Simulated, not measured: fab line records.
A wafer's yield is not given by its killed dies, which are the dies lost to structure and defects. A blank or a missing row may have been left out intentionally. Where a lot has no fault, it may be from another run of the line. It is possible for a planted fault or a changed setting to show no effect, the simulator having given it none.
Which tool is to blame? ; flow sfqLine ; 42 wafers from 15 lots sampled at 3 of the route's 325 steps

WHAT THE GAUGES READ, wafer by wafer
SFQ_L0_RS_MEAS_901: uses a four-point probe to measure. Usual: L0_MONX_KI_RS 43.5 ohm/sq, standard deviation 0.47.
lot;measured;on;L0_MONX_KI_RS (ohm/sq);flag
L254;day 1 12:34;filmMetro-01;44.2 43.7 44.0;
L255;day 1 17:35;filmMetro-02;43.3 43.6 43.7;
L256;day 1 22:35;filmMetro-01;44.0 43.4 43.3;
L257;day 2 03:37;filmMetro-02;42.5 42.4 42.8;
L258;day 2 08:34;filmMetro-01;43.5 43.2 43.6;
L259;day 2 13:34;filmMetro-01;43.0 43.1 43.1;
L264;day 3 14:36;filmMetro-04;43.5 43.9 43.6;
L265;day 3 19:35;filmMetro-02;42.7 43.3 43.0;
L266;day 4 00:36;filmMetro-02;43.6 30.9;OFF
L268;day 4 10:36;filmMetro-01;44.1 31.5;OFF
L269;day 4 15:38;filmMetro-04;31.1 31.0;OFF
L271;day 5 01:34;filmMetro-04;44.0 44.0 44.1;
L274;day 5 16:34;filmMetro-04;43.2 43.2 43.1;
L275;day 5 21:35;filmMetro-01;43.5 43.1 43.5;
L276;day 6 02:34;filmMetro-02;43.2 43.4 43.8;

SFQ_L0_THK_MEAS_902: measures by xrf. Usual: L0_MONX_KI_THK 39.6 nm, standard deviation 0.48.
lot;measured;on;L0_MONX_KI_THK (nm);flag
L254;day 1 12:41;filmMetro-01;39.4 39.7 39.6;
L255;day 1 17:41;filmMetro-02;39.9 39.5 39.5;
L256;day 1 22:41;filmMetro-01;39.0 39.9 39.8;
L257;day 2 03:43;filmMetro-02;40.5 40.8 40.2;
L258;day 2 08:41;filmMetro-01;39.7 40.0 39.5;
L259;day 2 13:41;filmMetro-01;40.0 40.0 40.3;
L264;day 3 14:42;filmMetro-04;39.6 39.1 39.2;
L265;day 3 19:41;filmMetro-02;40.1 39.7 40.0;
L266;day 4 00:42;filmMetro-02;39.4 55.7;OFF
L268;day 4 10:42;filmMetro-01;40.0 55.4;OFF
L269;day 4 15:43;filmMetro-04;55.4 55.5;OFF
L271;day 5 01:41;filmMetro-04;38.8 38.9 38.7;
L274;day 5 16:41;filmMetro-04;39.6 39.6 39.9;
L275;day 5 21:41;filmMetro-01;40.0 40.5 40.2;
L276;day 6 02:41;filmMetro-02;39.5 39.5 39.2;

EACH LOT AND THE TOOL THAT RAN IT (in order: tool; ch and the chambers of the sampled wafers; start)
lot;SFQ_TRILAYER_L0_DEP_SPUTTER_003
L254;pvdSputter-03, day 1 12:29
L255;pvdSputter-03, day 1 17:29
L256;pvdSputter-03, day 1 22:29
L257;pvdSputter-06, day 2 03:29
L258;pvdSputter-06, day 2 08:29
L259;pvdSputter-03, day 2 13:29
L264;pvdSputter-04, day 3 14:29
L265;pvdSputter-06, day 3 19:29
L266;pvdSputter-03, day 4 00:29
L268;pvdSputter-03, day 4 10:29
L269;pvdSputter-03, day 4 15:32
L271;pvdSputter-06, day 5 01:29
L274;pvdSputter-04, day 5 16:29
L275;pvdSputter-04, day 5 21:29
L276;pvdSputter-04, day 6 02:29
- SFQ_TRILAYER_L0_DEP_SPUTTER_003: material MoNx KI, target thk 40 nm, time 100 s.

WHAT THE TOOLS THEMSELVES READ (means of the sampled wafers that have a number; where no wafer has one, the mark that the record gives instead)
SFQ_TRILAYER_L0_DEP_SPUTTER_003. Usual: basePressurePa 1.33e-06 Pa, standard deviation 9.1e-08; throttleValvePct 29.7 %, standard deviation 0.64.
lot;tool;basePressurePa (Pa);throttleValvePct (%);flag
L254;pvdSputter-03;1.19e-06;29.7;
L255;pvdSputter-03;1.39e-06;29.6;
L256;pvdSputter-03;1.29e-06;29.4;
L257;pvdSputter-06;1.36e-06;29.4;
L258;pvdSputter-06;1.31e-06;29.6;
L259;pvdSputter-03;1.27e-06;29.3;
L264;pvdSputter-04;1.35e-06;29.7;
L265;pvdSputter-06;1.37e-06;29.6;
L266;pvdSputter-03;1.24e-06;29.9;
L268;pvdSputter-03;1.48e-06;29.5;
L269;pvdSputter-03;1.16e-06;29.8;
L271;pvdSputter-06;1.35e-06;29.0;
L274;pvdSputter-04;1.34e-06;30.2;
L275;pvdSputter-04;1.34e-06;30.0;
L276;pvdSputter-04;1.30e-06;30.0;

THE ANSWER, worked out from the rows above alone
Rule: a lot is off if the mean of its wafers that have a number lies more than 3 standard deviations from the usual mean. A lot without any number at a reading at which 4 lots or more have one is off too. Where the step has rows for the other lots, those lots are counted as sound. Order of review: gauges by route order, followed by the tools' own readings, for which a lot's mean as printed above is used. The first step at which some lot is off is used, and at that step the reading that is off furthest; a lot without a number counts as furthest.
Off: L266, L268, L269, seen at SFQ_L0_RS_MEAS_901 (L0_MONX_KI_RS).
A tool fits if, at a process step before that reading, it ran every lot that is off, and no sound lot after the first of them. Gauges at SFQ_L0_RS_MEAS_901: tried the same way as those tools. One fits: SFQ_TRILAYER_L0_DEP_SPUTTER_003 on pvdSputter-03. A fault onset in the window from L259 (day 2 13:29, its last sound lot) to L266 (day 4 00:29, its first lot off) fits.

WHAT THE SIMULATOR HAD INSERTED
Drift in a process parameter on pvdSputter-03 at SFQ_TRILAYER_L0_DEP_SPUTTER_003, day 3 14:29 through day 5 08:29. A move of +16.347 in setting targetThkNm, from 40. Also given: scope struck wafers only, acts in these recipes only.
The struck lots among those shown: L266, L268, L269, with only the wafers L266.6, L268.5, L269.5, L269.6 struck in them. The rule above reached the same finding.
